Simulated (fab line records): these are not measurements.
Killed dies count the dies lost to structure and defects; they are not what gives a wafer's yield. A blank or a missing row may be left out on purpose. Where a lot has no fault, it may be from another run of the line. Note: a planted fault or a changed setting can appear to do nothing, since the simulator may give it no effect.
What tool caused it? -- flow gf180mcu -- 6 lots (18 wafers sampled), 1 step of a 602-step route

== WHAT EACH GAUGE READ, for each wafer ==
GF_HV_LDD_CD_MEAS_19: target cd 400 nm.
lot,measured,on,cd_nm (nm)
L499,day 11 21:51,cd_sem-02,402.3 402.8 400.4
L501,day 12 16:52,cd_sem-01,403.9 403.1 402.5
L507,day 14 13:04,cd_sem-02,398.5 397.2 399.4
L514,day 16 22:15,cd_sem-01,401.4 400.5 400.4
L516,day 17 10:19,cd_sem-01,400.4 398.9 398.0
L518,day 18 03:58,cd_sem-02,397.7 402.3 400.0

== WHAT TOOL EACH LOT RAN ON (gives the tool, then ch and the chambers of the sampled wafers, and finally the start) ==
The record shows no process step preceding these readings.

== THE ANSWER, worked out from the rows above alone ==
Rule: the usual values come from the lots themselves. The widest of any qualifying gaps counts: lots, ordered by their means at a reading, are off when they make up no more than a third of the lots, leave a main group of 4 or more, and stand apart from it by 3 or more times the standard deviation of that group's means. A main group is skipped when, at the precision printed for the reading in the tables above, its means are all equal. Also off: a lot with no number at a reading for which 4 or more lots have one. The other lots that the step has rows for count as sound.
No lot is off on any of the readings shown, so nothing can be concluded from this.

== WHAT THE SIMULATOR PUT IN ==
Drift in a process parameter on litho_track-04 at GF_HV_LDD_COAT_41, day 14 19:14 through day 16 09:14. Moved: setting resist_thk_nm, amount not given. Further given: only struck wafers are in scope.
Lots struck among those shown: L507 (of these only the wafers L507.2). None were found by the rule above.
